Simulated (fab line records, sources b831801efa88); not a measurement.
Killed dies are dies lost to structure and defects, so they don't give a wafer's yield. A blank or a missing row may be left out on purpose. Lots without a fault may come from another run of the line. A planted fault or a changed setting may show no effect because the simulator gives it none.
fab line records | flow sky130
record lots=4 wafers=12 last_day=49
route steps=708 shown CONTACT@424 METAL1@434 VIA1@458 PAD_OPEN@708
lots that met no fault: from a run of the same line without faults
start_h: hours from the record's first day to the start of the lot's first wafer shown | wait_h: hours since the lot's step before | " the same as in the row above | L1.1+2: a row that stands for several wafers | - no value, or no start given | * or withheld: withheld | < > ~ a bound
route shown NAME@n: a module of which the file shows steps, and the number in the route of the first | usual: mean/standard deviation of fault-free wafers | same: alike in all rows | chamber/n: place in a boat | sites: the reading at each site | _std_site: their standard deviation | _edge_site: outer sites' mean less inner sites' | radius_mm: how far each site lies from the wafer's centre | mask NAME#n: copy n | behind: the tool/chamber that last shaped the wafer | hold: why the lot was held/for how many hours/how that ended | device: the transistor (n, p or np) that didn't switch | end of line: the same wafers' tests at the end of the route | a step without rows: its recipe alone | killed: dies lost to structure and defects at the first sort, not the wafer's yield | map: a wafer's dies, x killed, . not, _ none there
set.NAME: the setting as run; set.NAME@STEP: as run at that earlier step | model.NAME: the simulator's own value behind a step, which no gauge read
lots at some steps of the route; a table a step, a row a wafer
services: from which hour (start_h, from the record's first day; less than 0 if before it) a tool's chamber was out of use, for how many hours, and why
## steps
# step SKY_CONTACT_ETCH_18
# recipe target=Si3N4 chemistry=CHF3/O2 stop_on=TiN source_w=600 bias_w=200 pressure_mtorr=40 chf3_flow_sccm=50 O2_flow_sccm=5 time_s=39 target_depth_a=750
# step SKY_CONTACT_STRIP_19
# recipe chemistry=O2/N2 power_w=1400 pressure_mtorr=1500 platen_temp_c=withheld o2_flow_sccm=3000 n2_flow_sccm=300 overash_fraction=0.5
# step SKY_CONTACT_STRIP_20
# recipe chemistry=post_etch_residue_remover time_s=1200 temp_c=72.5
# step SKY_CONTACT_CLEAN_21
# recipe chemistry=IPA time_s=180 temp_c=25
# step SKY_CONTACT_CLEAN_22
# recipe chemistry=O3/DIW dry=n2_spin
# step SKY_CONTACT_SPUTTER_23
# recipe material=TiN target_thk_nm=20 chamber_pressure_pa=5 power_w=4000 time_s=80
# step SKY_CONTACT_CVD_24
# recipe material=W target_thk_nm=340 time_s=102.12 temp_c=400 pressure_torr=40
# step SKY_CONTACT_CMP_27
# recipe stop_on=SiO2 t_overpolish_s=15 down_force_psi=3.5 platen_rpm=60 target_thk_nm=0 pad_velocity_m_s=0.94248
# step SKY_METAL1_SPUTTER_00
# recipe material=Ti target_thk_nm=15 power_w=3000 time_s=10 chamber_pressure_pa=0.4
# step SKY_METAL1_SPUTTER_01
# recipe material=TiN target_thk_nm=20 power_w=6500 time_s=16.7 chamber_pressure_pa=0.4
# step SKY_METAL1_SPUTTER_02
# recipe material=AlCu target_thk_nm=250 power_w=10600 time_s=13.3 chamber_pressure_pa=0.4
# usual chamber_pressure_pa=0.4001/0.00071 throttle_valve_pct=30.0/1.3
# columns lot.wafer tool chamber start_h wait_h chamber_pressure_pa throttle_valve_pct model.AlCu_of_METAL1_SPUTTER_02.thk_nm
L687.1 pvd_sputter-02 - 736.02 0.0 0.4003 30.1 246.7
L687.2 " - " " 0.3993 29.0 251.4
L687.6 " - " " 0.4007 31.3 251.6
L698.3 pvd_sputter-02 - 831.98 0.0 0.4004 31.7 111.7
L698.4 " - " " 0.4004 31.3 112.4
L698.5 " - " " 0.3993 31.5 112.8
L701.1 pvd_sputter-02 - 851.44 0.0 0.3998 30.4 109.9
L701.2 " - " " 0.4004 29.3 111
L701.5 " - " " 0.4003 30.5 107.4
L704.3 pvd_sputter-04 - 880.49 0.0 0.3991 27.4 249.2
L704.5 " - " " 0.3999 29.0 248
L704.6 " - " " 0.3989 29.3 249.6
# step SKY_METAL1_SPUTTER_03
# recipe material=Ti target_thk_nm=5 power_w=3000 time_s=3.3 chamber_pressure_pa=0.4
# step SKY_METAL1_SPUTTER_04
# recipe material=TiN target_thk_nm=70 power_w=6500 time_s=58.3 chamber_pressure_pa=0.4
# step SKY_METAL1_RS_MEAS_05
# recipe thk_meas_gauge=four-point-probe reads=TiN_of_METAL1_SPUTTER_04+Ti_of_METAL1_SPUTTER_03+AlCu_of_METAL1_SPUTTER_02+TiN_of_METAL1_SPUTTER_01+Ti_of_METAL1_SPUTTER_00
# usual METAL1_ALCU_RS=0.1270/0.0015
# columns lot.wafer tool chamber start_h wait_h METAL1_ALCU_RS[ohm/sq]
L687.1 film_metro-01 - 736.11 0.0 0.1288
L687.2 " - " " 0.1258
L687.6 " - " " 0.1258
L698.3 film_metro-04 - 832.11 0.1 0.2949
L698.4 " - " " 0.2941
L698.5 " - " " 0.2925
L701.1 film_metro-03 - 851.53 0.0 0.3011
L701.2 " - " " 0.2977
L701.5 " - " " 0.3086
L704.3 film_metro-04 - 880.62 0.1 0.1274
L704.5 " - " " 0.1278
L704.6 " - " " 0.1271
# step SKY_METAL1_THK_MEAS_06
# recipe thk_meas_gauge=xrf reads=AlCu_of_METAL1_SPUTTER_02
# usual METAL1_ALCU_THK=247/3.2
# columns lot.wafer tool chamber start_h wait_h METAL1_ALCU_THK[nm]
L687.1 film_metro-01 - 736.23 0.1 246
L687.2 " - " " 247
L687.6 " - " " 250
L698.3 film_metro-04 - 832.21 0.1 111
L698.4 " - " " 112
L698.5 " - " " 111
L701.1 film_metro-03 - 851.65 0.1 110
L701.2 " - " " 110
L701.5 " - " " 106
L704.3 film_metro-04 - 880.72 0.1 249
L704.5 " - " " 248
L704.6 " - " " 249
# step SKY_METAL1_DEHYDRATE_07
# recipe temp_c=200 time_s=60
# step SKY_METAL1_HMDS_08
# recipe prime_time_s=60 prime_temp_c=120
# step SKY_METAL1_COAT_09
# recipe resist=BARC temp_c=withheld time_s=withheld spin_rpm=3000 resist_thk_nm=60
# step SKY_METAL1_COAT_10
# recipe resist=KrF-thick spin_rpm=3000 resist_thk_nm=450
# step SKY_METAL1_SOFTBAKE_11
# recipe temp_c=100 time_s=90 resist=KrF-thick
# step SKY_METAL1_EXPOSE_12
# recipe mask_id=MM1 na=0.8 source_shape=annular sigma_inner=0.55 sigma_outer=0.85 target_cd_nm=140 dose_mj=28
# step SKY_METAL1_PEB_13
# recipe peb_temp_c=withheld peb_time_s=withheld resist=KrF-thick
# step SKY_METAL1_DEVELOP_14
# recipe develop_time_s=60 resist=KrF-thick dev_temp_c=21
# step SKY_METAL1_DESCUM_17
# recipe chemistry=O2 source_power_w=150 bias_power_w=0 pressure_mtorr=10 temp_c=40 time_s=8
# step SKY_METAL1_ETCH_18
# recipe chemistry=N2/H2 target=BARC ion_energy_ev=200 bias_w=100 pressure_mtorr=30 n2_flow_sccm=100 h2_flow_sccm=200 icp_w=500 stop_on=SiO2 time_s=45.9 target_depth_a=600
# step SKY_METAL1_METAL_ETCH_19
# recipe target_depth_a=3600 stop_on=SiO2 over_etch_frac=0.3 time_s=78 chemistry=Cl2/BCl3 resist_sidewall_deg=88 pressure_mtorr=10 icp_w=900 bias_w=48.5 Cl2_flow_sccm=60 bcl3_flow_sccm=30
# usual bias_w=48.50/0.15 drypump_motor_current_A=5.7/0.54 mfc_cl2_sccm=60.03/0.18 oes_product_au=0.854/0.0055 rf_fwd_power_W=893/3.3 throttle_valve_pct=22.265/0.0086
# same time_s=78
# columns lot.wafer tool chamber start_h wait_h bias_w drypump_motor_current_A mfc_cl2_sccm oes_product_au rf_fwd_power_W rf_hours_counter_h throttle_valve_pct
L687.1 rie_metal-04 1 763.62 0.0 48.46 6.2 59.93 0.845 896 7 22.280
L687.2 " 0 " " 48.60 5.0 60.15 0.852 890 12 22.259
L687.6 " 1 " " 48.57 6.3 59.90 0.857 893 - 22.273
L698.3 rie_metal-04 0 858.22 0.1 48.49 5.0 60.01 0.701 898 - 22.263
L698.4 " 1 " " 48.64 6.3 59.84 0.699 896 - 22.271
L698.5 " 1 " " 48.56 6.3 60.18 0.696 896 - 22.264
L701.1 rie_metal-04 0 878.02 0.0 48.48 5.0 60.23 0.688 895 4 22.252
L701.2 " 1 " " 48.69 6.2 59.88 0.696 900 13 22.270
L701.5 " 0 " " 48.36 5.0 60.32 0.688 893 - 22.258
L704.3 rie_metal-04 1 906.45 0.1 48.39 6.2 59.97 0.847 893 - 22.271
L704.5 " 1 " " 48.36 6.2 60.07 0.855 894 - 22.276
L704.6 " 0 " " 48.46 5.0 59.89 0.847 890 - 22.260
# step SKY_METAL1_STRIP_20
# recipe chemistry=O2/N2 power_w=1400 pressure_mtorr=1500 platen_temp_c=withheld o2_flow_sccm=3000 n2_flow_sccm=300 overash_fraction=0.5
# step SKY_METAL1_STRIP_21
# recipe chemistry=post_etch_residue_remover time_s=1200 temp_c=72.5
# step SKY_METAL1_CLEAN_22
# recipe chemistry=IPA time_s=180 temp_c=25
# step SKY_METAL1_CLEAN_23
# recipe chemistry=O3/DIW dry=n2_spin
# step SKY_VIA1_HDPCVD_00
# recipe material=SiO2 target_thk_nm=1030 sigma_open_frac=0.3 time_s=171.7 temp_c=400 sih4_flow_sccm=60 pressure_mtorr=6
# step SKY_VIA1_CMP_02
# recipe material=SiO2 down_force_psi=4 platen_rpm=60 pad_velocity_m_s=0.94248
# step SKY_VIA1_BOW_MEAS_03
# recipe mode=bow
# usual VIA1_BOW=81/7.4
# columns lot.wafer tool chamber start_h wait_h VIA1_BOW[um]
L687.1 film_metro-03 - 764.96 0.2 79
L687.2 " - " " 86
L687.6 " - " " 73
L698.3 film_metro-01 - 859.41 0.2 110
L698.4 " - " " 103
L698.5 " - " " 105
L701.1 film_metro-03 - 879.17 0.1 108
L701.2 " - " " 104
L701.5 " - " " 116
L704.3 film_metro-01 - 907.61 0.1 88
L704.5 " - " " 78
L704.6 " - " " 82
# step SKY_VIA1_DEHYDRATE_04
# recipe temp_c=200 time_s=60
# step SKY_PAD_OPEN_PROBE_99
# usual defect_limited_yield=82.3/2 killed_at_M0_to_M3=45/7.5 killed_at_M4_up=3.2/1.8 killed_at_contacts=24/4.9 killed_at_front_end=15/4.4 killed_at_other=0.3/0.54 killed_dies=87/9.8 killed_open=47/6.4 killed_short=40/6.5 sort_bin_3_pad_short=0.9/0.44 sort_bin_5_function=10.5/1.5 sort_bin_6_memory=6.3/1.2 sort_n_pass=405/9.8 sort_yield_pct=82.3/2
# same gross_dies=492 killed_at_back_side=0 sort_bin_4_leakage[%]=0 sort_bin_8_speed[%]=0
# columns lot.wafer tool chamber start_h wait_h defect_limited_yield[%] killed_at_M0_to_M3 killed_at_M4_up killed_at_contacts killed_at_front_end killed_at_other killed_dies killed_open killed_short sort_bin_3_pad_short[%] sort_bin_5_function[%] sort_bin_6_memory[%] sort_n_pass sort_yield_pct[%] model.etest.met1.line_ohm_um model.etest.met1.rs_ohm_sq model.etest.met1.rs_ohm_sq_rim_less_centre
L687.1 prober-02 - 1075.66 0.1 82.5 52 2 26 6 0 86 45 41 0.4 9.6 7.5 406 82.5 0.9458 0.1309 -0.0009668
L687.2 prober-02 - 1075.71 0.1 83.7 39 1 27 13 0 80 46 34 0.2 9.1 6.9 412 83.7 0.9311 0.1276 -0.0001788
L687.6 prober-02 - 1075.91 0.2 80.7 51 4 28 11 1 95 48 46 1.0 13.2 5.1 397 80.7 0.9239 0.1276 -0.001197
L698.3 prober-02 - 1149.11 0.2 85.4 31 2 25 14 0 72 37 35 0.6 8.9 5.1 420 85.4 2.264 0.3049 0.006585
L698.4 prober-02 - 1149.16 0.2 82.5 53 3 17 13 0 86 49 37 0.8 10.6 6.1 406 82.5 2.146 0.2997 0.000123
L698.5 prober-02 - 1149.21 0.2 78.7 56 1 36 12 0 105 51 53 1.2 12.8 7.3 387 78.7 2.177 0.2987 0.001296
L701.1 prober-01 - 1162.51 0.1 79.1 57 5 19 22 0 103 62 41 1.4 11.0 8.5 389 79.1 2.229 0.3041 0.004664
L701.2 prober-01 - 1162.56 0.1 81.7 47 7 21 15 0 90 47 42 0.8 11.2 6.3 402 81.7 2.277 0.3058 -0.0008467
L701.5 prober-01 - 1162.71 0.2 79.3 50 3 32 17 0 102 51 51 1.8 12.2 6.7 390 79.3 2.254 0.3144 -0.006543
L704.3 prober-01 - 1182.22 0.2 79.9 55 1 27 16 0 99 57 42 0.6 14.0 5.5 393 79.9 0.9367 0.1298 -0.001752
L704.5 prober-01 - 1182.32 0.2 86.4 34 1 23 7 2 67 41 25 0.6 8.5 4.5 425 86.4 0.9265 0.1295 0.001597
L704.6 prober-01 - 1182.37 0.2 82.3 42 1 23 21 0 87 53 34 0.4 10.2 7.1 405 82.3 0.8918 0.1285 0.001642
# killed by level:class
L687.1 CONTACT:geometric_particle:open=14 VIA1:geometric_particle:open=10 VIA3:geometric_particle:open=7 METAL3:geometric_particle:short=7 VIA1:geometric_particle:short=6 METAL2:geometric_particle:short=6 LI_CONTACT:geometric_particle:open=5 CONTACT:geometric_particle:short=5
L687.2 VIA1:geometric_particle:open=9 CONTACT:geometric_particle:open=8 FIELD_ISO:geometric_particle:open=6 LI_CONTACT:geometric_particle:short=6 VIA3:geometric_particle:open=6 CONTACT:geometric_particle:short=6 VIA2:geometric_particle:open=6 METAL1:geometric_particle:short=6
L687.6 CONTACT:geometric_particle:open=11 METAL1:geometric_particle:short=11 METAL2:geometric_particle:short=9 LI_CONTACT:geometric_particle:open=8 VIA1:geometric_particle:open=8 VIA2:geometric_particle:open=7 LOCAL_INTERCONNECT:geometric_particle:short=4 CONTACT:geometric_particle:short=4
L698.3 CONTACT:geometric_particle:open=7 FIELD_ISO:geometric_particle:short=6 LI_CONTACT:geometric_particle:open=6 CONTACT:geometric_particle:short=5 VIA3:geometric_particle:open=5 LOCAL_INTERCONNECT:geometric_particle:short=4 VIA1:geometric_particle:short=4 VIA2:geometric_particle:open=4
L698.4 VIA1:geometric_particle:open=12 VIA3:geometric_particle:open=10 METAL1:geometric_particle:short=7 FIELD_ISO:geometric_particle:open=5 METAL2:geometric_particle:short=5 CONTACT:geometric_particle:short=4 CONTACT:geometric_particle:open=4 VIA1:geometric_particle:short=4
L698.5 LI_CONTACT:geometric_particle:open=13 VIA1:geometric_particle:open=12 LOCAL_INTERCONNECT:geometric_particle:short=8 VIA2:geometric_particle:open=8 METAL1:geometric_particle:short=8 CONTACT:geometric_particle:open=7 LI_CONTACT:geometric_particle:short=7 VIA1:geometric_particle:short=7
L701.1 VIA1:geometric_particle:open=16 FIELD_ISO:geometric_particle:open=7 FIELD_ISO:geometric_particle:short=7 VIA2:geometric_particle:open=7 LI_CONTACT:geometric_particle:open=6 CONTACT:geometric_particle:open=6 VIA1:geometric_particle:short=6 METAL1:geometric_particle:short=5
L701.2 VIA2:geometric_particle:open=8 CONTACT:geometric_particle:open=7 LI_CONTACT:geometric_particle:open=6 VIA1:geometric_particle:open=6 VIA3:geometric_particle:open=6 LI_CONTACT:geometric_particle:short=5 METAL2:geometric_particle:short=5 METAL1:geometric_particle:short=5
L701.5 CONTACT:geometric_particle:open=13 METAL1:geometric_particle:short=10 VIA1:geometric_particle:open=10 FIELD_ISO:geometric_particle:short=8 FIELD_ISO:geometric_particle:open=7 LOCAL_INTERCONNECT:geometric_particle:short=7 VIA3:geometric_particle:open=6 VIA1:geometric_particle:short=6
L704.3 VIA1:geometric_particle:open=13 LI_CONTACT:geometric_particle:open=12 VIA3:geometric_particle:open=11 CONTACT:geometric_particle:short=7 METAL1:geometric_particle:short=6 POLY_GATE:geometric_particle:short=5 VIA3:geometric_particle:short=5 CONTACT:geometric_particle:open=4
L704.5 CONTACT:geometric_particle:open=12 VIA1:geometric_particle:open=10 VIA2:geometric_particle:open=6 LI_CONTACT:geometric_particle:open=4 METAL1:geometric_particle:short=4 METAL2:geometric_particle:short=4 POLY_GATE:geometric_particle:short=3 LOCAL_INTERCONNECT:geometric_particle:short=3
L704.6 VIA1:geometric_particle:open=12 CONTACT:geometric_particle:open=11 VIA1:geometric_particle:short=8 LI_CONTACT:geometric_particle:open=7 POLY_GATE:geometric_particle:open=6 VIA3:geometric_particle:open=5 CONTACT:geometric_particle:short=4 METAL1:geometric_particle:short=4
## services
# columns tool chamber start_h hours kind
rie_metal-04 0 766.65 - clean
rie_metal-04 0 766.65 29.0 scheduled_down
rie_metal-04 0 766.65 29.0 vent_cycle
pvd_sputter-04 - 837.54 0.6 repair
pvd_sputter-04 1 873.60 - consumable_replace:kit
pvd_sputter-04 1 873.60 18.0 scheduled_down
pvd_sputter-04 1 873.60 18.0 vent_cycle
pvd_sputter-04 - 884.93 7.9 repair
rie_metal-04 - 888.93 14.6 pm
pvd_sputter-04 - 893.58 7.7 repair
pvd_sputter-02 - 902.18 57.1 repair
## key
first_sign step=SKY_METAL1_RS_MEAS_05 reading=METAL1_ALCU_RS direction=up sigmas=99+ usual=0.1270 struck=0.2981
effect step=SKY_METAL1_THK_MEAS_06 reading=METAL1_ALCU_THK direction=down sigmas=43 usual=247 struck=110
effect step=SKY_METAL1_METAL_ETCH_19 reading=oes_product_au direction=down sigmas=29 usual=0.854 struck=0.695
effect step=SKY_VIA1_BOW_MEAS_03 reading=VIA1_BOW direction=up sigmas=3.7 usual=81 struck=108
model_effect step=SKY_METAL1_SPUTTER_02 value=AlCu_of_METAL1_SPUTTER_02.thk_nm without=252.1 struck=110.9
model_effect step=SKY_PAD_OPEN_PROBE_99 value=etest.met1.line_ohm_um without=0.9352 struck=2.224
met_at SKY_METAL1_SPUTTER_02
struck_wafers L698.3,L698.4,L698.5,L701.1,L701.2,L701.5
onset_between 736.02 831.98
fault kind=process_parameter_drift tool=pvd_sputter-02 chamber=- onset_h=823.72 steps=SKY_METAL1_SPUTTER_02 channel=target_thk_nm offset=-141.22 shape=step end_h=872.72 acts_in=these_recipes_only stated=250
